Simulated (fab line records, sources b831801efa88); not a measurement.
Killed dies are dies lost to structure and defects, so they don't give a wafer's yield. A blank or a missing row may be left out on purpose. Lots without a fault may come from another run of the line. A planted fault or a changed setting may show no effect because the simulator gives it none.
A struck lot beside a sound one | flow sky130 | 22 steps out of a route of 708
Sound: wafers L717.3, L717.4, L717.5. Struck: wafers L724.2, L724.3, L724.5. The cause comes at the end.
At each step with rows: each side's tool, then ch and its chambers, then its first start. Under that, the readings that differ: sound wafers | struck wafers | difference of the means | sigmas: that difference in standard deviations of wafers without a fault.
alike: readings whose means differ by less than 2 such deviations, and words and numbers that are the same on both sides. not compared: withheld readings, readings that some wafer has no value for, bounds like >300 that may hide the same value, and numbers for which the record gives no deviation and whose values overlap.
The two part at a step that has a row with sigmas, a row that says differs or no value, or rows on one side only. Numbers that don't overlap but have no deviation are shown without sigmas and don't part them. A reading that every wafer of one side lacks parts them only if that side has two wafers or more.

SKY_SD_N_RTA_14: time 2 s.
  sound on rtp_anneal-02 ch 0, day 32 01:21; struck on rtp_anneal-01 ch 0, day 34 02:45
  alike: lamp_power_pct, ramp_up_c_per_s, wafer_temp_C_max
SKY_SD_N_RS_MEAS_16: measures by four-point-probe.
  sound on film_metro-04, day 32 01:32; struck on film_metro-04, day 34 02:56
  alike: SD_N_RS
SKY_SD_N_RS_MEAS_17: measures by four-point-probe.
  sound on film_metro-04, day 32 01:40; struck on film_metro-04, day 34 03:04
  alike: SD_P_RS
SKY_SD_N_RS_MEAS_18: measures by four-point-probe.
  sound on film_metro-04, day 32 01:47; struck on film_metro-04, day 34 03:11
  alike: RES_XHIGH_RS
then, 2 steps without rows for these wafers: SKY_SALICIDE_CLEAN_00 (cleans in HF-last, time 30 s); SKY_LI_CONTACT_HDPCVD_00 (deposits PSG, target thk 930 nm, time 155 s).
SKY_LI_CONTACT_THK_MEAS_01:
  sound on film_metro-04, day 32 02:00; struck on film_metro-02, day 34 03:25
  alike: LI_CONTACT_HDPCVD_THK
SKY_LI_CONTACT_CMP_02: polishes PSG.
  sound on cmp-02 ch 0,3, day 32 02:02; struck on cmp-01 ch 0,1, day 34 03:28
  alike: motor_current_A, time_to_endpoint_s
SKY_LI_CONTACT_BOW_MEAS_03:
  sound on film_metro-02, day 32 02:23; struck on film_metro-04, day 34 03:47
  alike: LI_CONTACT_BOW
then, 2 steps without rows for these wafers: SKY_LI_CONTACT_DEHYDRATE_04 (time 60 s); SKY_LI_CONTACT_HMDS_05 (prime time 60 s).
SKY_LI_CONTACT_COAT_06: resist thk 60 nm.
  sound on litho_track-02 ch 0, day 32 15:15; struck on litho_track-01 ch 0, day 34 16:38
then, 5 steps without rows for these wafers: SKY_LI_CONTACT_COAT_07 (resist thk 450 nm); SKY_LI_CONTACT_SOFTBAKE_08 (time 90 s); SKY_LI_CONTACT_EXPOSE_09 (exposes mask LICM1, target cd 170 nm); SKY_LI_CONTACT_PEB_10; SKY_LI_CONTACT_DEVELOP_11 (develop time 60 s).
SKY_LI_CONTACT_CD_MEAS_12: target cd 170 nm.
  sound on cd_sem-01, day 33 05:16; struck on cd_sem-02, day 35 06:28
  alike: cd_nm
SKY_LI_CONTACT_OVL_MEAS_13:
  sound on overlay-01, day 33 05:22; struck on overlay-01, day 35 06:35
  alike: LI_CONTACT_OVL
SKY_LI_CONTACT_ETCH_14: etches BARC in N2/H2, stops on SiO2, time 45.9 s, target depth 60 nm.
  sound on rie_diel-03 ch 0,1,2, day 33 05:23; struck on rie_diel-03 ch 0,1, day 35 06:37
  reading                  | sound             | struck            | difference | sigmas
  oes_product_au (a.u.)    | 0.851 0.859 0.850 | 0.792 0.803 0.807 | -0.053     | -11
  model.etch.depth_nm (nm) | 59.71 59.86 59.8  | 53.45 53.53 53.48 | -6.30      |
  alike: drypump_motor_current_A, h2_flow_sccm, n2_flow_sccm, throttle_valve_pct
  not compared: rf_hours_counter_h
SKY_LI_CONTACT_ETCH_15: etches PSG in C4F8/O2/Ar, stops on Si, target depth 600 nm.
  sound on rie_diel-03 ch 0,1,2, day 33 05:25; struck on rie_diel-03 ch 0,1, day 35 06:39
  alike: oes_product_au
-- the record jumps here: 15 days lie between the struck wafers' starts before and after (it left off in module LI_CONTACT and takes up again in module PAD_OPEN, whose first step shown is number 708 of the route) --
SKY_PAD_OPEN_PROBE_99:
  the record has rows for the struck wafers here (prober-02, day 50 01:50) and none for the sound ones

WHERE THEY PART
First at SKY_LI_CONTACT_ETCH_14; last, within this record, at SKY_PAD_OPEN_PROBE_99.

WHY: what the simulator had put in
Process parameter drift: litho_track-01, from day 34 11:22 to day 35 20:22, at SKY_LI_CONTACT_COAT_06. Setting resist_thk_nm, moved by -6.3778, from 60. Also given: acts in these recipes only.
